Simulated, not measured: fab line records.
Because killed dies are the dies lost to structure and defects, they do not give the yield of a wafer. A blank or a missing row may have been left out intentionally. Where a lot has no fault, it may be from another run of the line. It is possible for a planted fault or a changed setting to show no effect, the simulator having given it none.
Chamber matching | flow sky130 | 4 sister chambers for SKY_VIA2_ETCH_15 on rie_diel-04
The step etches SiO2 in C4F8/O2/Ar, stops on TiN, target depth 546 nm, time 84 s. 4 wafers are shown with their chamber, then 7 later ones without.

## WAFERS, EACH WITH ITS CHAMBER
wafer  | chamber | oes_product_au (a.u.)
L217.1 | 2       | 0.940
L217.5 | 0       | 0.940
L219.3 | 3       | 0.937
L222.4 | 1       | 0.940

## WAFERS WITHOUT THEIR CHAMBER
wafer  | oes_product_au (a.u.)
L222.5 | 0.944
L231.2 | 0.941
L231.3 | 0.935
L231.5 | 0.936
L230.1 | 0.941
L230.5 | 0.941
L230.6 | 0.947

## WHICH CHAMBER EACH ONE RAN IN
wafer  | from the rows above               | in truth
L222.5 | can't be placed: 0 or 1 or 2 or 3 | 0
L231.2 | can't be placed: 0 or 1 or 2 or 3 | 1
L231.3 | can't be placed: 3 or 0 or 1 or 2 | 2
L231.5 | can't be placed: 3 or 0 or 1 or 2 | 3
L230.1 | can't be placed: 0 or 1 or 2 or 3 | 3
L230.5 | can't be placed: 0 or 1 or 2 or 3 | 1
L230.6 | can't be placed: 0 or 1 or 2 or 3 | 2
0 of 7 placed correctly. Can't be placed from these rows: 7 (the true chamber is among the candidates in 7). Placed wrongly: 0.
How it was worked out, from the rows above alone: a wafer's distance from a chamber is the root of the sum, over the readings, of the square of ((its reading less the chamber's mean) divided by the reading's scatter). The wafer belongs to the nearest chamber; if the next one is less than 2 further off, it can't be placed. For every chamber, the mean is computed from those of its wafers that are shown. The scatter (one wafer shown for each chamber): square how far every hidden wafer sits from the nearest shown wafer, average those squares and take the square root.
